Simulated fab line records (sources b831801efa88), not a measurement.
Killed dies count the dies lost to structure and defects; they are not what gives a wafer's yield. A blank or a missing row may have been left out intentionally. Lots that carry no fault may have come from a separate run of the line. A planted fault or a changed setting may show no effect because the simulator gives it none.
A lot that was struck, set against a sound lot    flow sky130    18 out of 708 route steps
Sound: wafers L228.2, L228.3, L228.6. Wafers struck: L233.1, L233.2, L233.4. The cause is named last.
At each step with rows: each side's tool, then ch and its chambers, then its first start. Under that, the readings that differ: sound wafers    struck wafers    difference of the means    sigmas: that difference in standard deviations of wafers without a fault.
alike: readings whose means differ by less than 2 such deviations, and words and numbers that are the same on both sides. not compared: withheld readings, readings that some wafer has no value for, bounds like >300 that may hide the same value, and numbers for which the record gives no deviation and whose values overlap.
Wherever a step has rows on one side only, a row that says differs or no value, or a row with sigmas, the two part there. Non-overlapping numbers with no deviation appear without sigmas and do not part them. A reading that every wafer of one side lacks parts them only if that side has two wafers or more.

first, 2 steps without rows for these wafers: SKY_CONTACT_PEB_12; SKY_CONTACT_DEVELOP_13 (develop time 60 s).
SKY_CONTACT_CD_MEAS_14 targets a cd of 170 nm.
  sound on cd-sem-01, day 37 02:04; struck on cd-sem-01, day 38 06:21
  alike: cd-nm
SKY_CONTACT_OVL_MEAS_15:
  sound on overlay-01, day 37 02:10; struck on overlay-01, day 38 06:28
  alike: CONTACT_OVL
SKY_CONTACT_ETCH_16: etches BARC in N2/H2, stops on SiO2, time 45.9 s, target depth 60 nm.
  sound on rie-diel-03 ch 0,1,2, day 37 02:12; struck on rie-diel-01 ch 0,2,3, day 38 06:30
  alike: drypump-motor-current-A, h2-flow-sccm, oes-product-au, throttle-valve-pct
  not compared: rf-hours-counter-h
SKY_CONTACT_ETCH_17: etches SiO2 in C4F8/O2/Ar, stops on Si3N4, target depth 340 nm.
  sound on rie-diel-03 ch 0,1,2, day 37 02:15; struck on rie-diel-01 ch 0,2,3, day 38 06:33
  alike: oes-product-au
SKY_CONTACT_ETCH_18: etches Si3N4 in CHF3/O2, stops on TiN, time 39 s, target depth 75 nm.
  sound: rie-diel-03 ch 0,1,2; struck: rie-diel-01 ch 0,2,3
  alike: drypump-motor-current-A, oes-product-au, throttle-valve-pct
  not compared: rf-hours-counter-h
SKY_CONTACT_STRIP_19: strips in O2/N2.
  sound on plasma-asher-04 ch 0,1, day 37 02:20; struck on plasma-asher-04 ch 0,1, day 38 06:38
  alike: drypump-motor-current-A, o2-flow-sccm, oes-product-au, strip-time-to-endpoint-s
  not compared: rf-hours-counter-h
then, 4 steps without rows for these wafers: SKY_CONTACT_STRIP_20 (strips in post etch residue remover, time 1200 s); SKY_CONTACT_CLEAN_21 (cleans in IPA, time 180 s); SKY_CONTACT_CLEAN_22 (cleans in O3/DIW); SKY_CONTACT_SPUTTER_23 (material TiN, target thk 20 nm, time 80 s).
SKY_CONTACT_CVD_24: deposits W, target thk 340 nm, time 102.12 s.
  sound on cvd-w-02 ch 1, day 37 02:59; struck on cvd-w-01 ch 0,1, day 38 07:17
reading                                sound            struck             difference  sigmas
model.W_of_CONTACT_CVD_24.thk-nm (nm)  337.3 340.7 339  262.5 251.9 255.2  -82.5       
  alike: heater-power-w
SKY_CONTACT_RS_MEAS_25: a four-point-probe measurement.
  sound on film-metro-01, day 37 03:07; struck on film-metro-04, day 38 07:24
reading                sound              struck             difference  sigmas
CONTACT_W_RS (ohm/sq)  0.340 0.337 0.339  0.439 0.459 0.452  +0.111      +19
SKY_CONTACT_THK_MEAS_26: measures by xrf.
  sound on film-metro-01, day 37 03:14; struck on film-metro-04, day 38 07:31
reading             sound        struck       difference  sigmas
CONTACT_W_THK (nm)  328 329 328  257 247 249  -77         -11
SKY_CONTACT_CMP_27: polishes, stops on SiO2, t overpolish 15 s, target thk 0 nm.
  sound on cmp-02 ch 0,1, day 37 03:20; struck on cmp-01 ch 1,2,3, day 38 07:35
reading                 sound           struck          difference  sigmas
time-to-endpoint-s (s)  86.1 83.5 82.3  62.3 57.8 63.6  -22.7       -8
  alike: motor-current-A
SKY_METAL1_SPUTTER_00: material Ti, target thk 15 nm, time 10 s.
  sound on pvd-sputter-04, day 37 03:35; struck on pvd-sputter-04, day 38 07:53
  alike: throttle-valve-pct
-- the record jumps here: 12 days lie between the struck wafers' starts before and after (it left off in module METAL1 and takes up again in module PAD_OPEN, whose first step shown is number 708 of the route) --
SKY_PAD_OPEN_PROBE_99:
  the record has rows for the struck wafers here (prober-01, day 50 14:49) and none for the sound ones

== WHERE THEY PART ==
First at SKY_CONTACT_RS_MEAS_25; last, within this record, at SKY_PAD_OPEN_PROBE_99.

WHY: what had been put in by the simulator
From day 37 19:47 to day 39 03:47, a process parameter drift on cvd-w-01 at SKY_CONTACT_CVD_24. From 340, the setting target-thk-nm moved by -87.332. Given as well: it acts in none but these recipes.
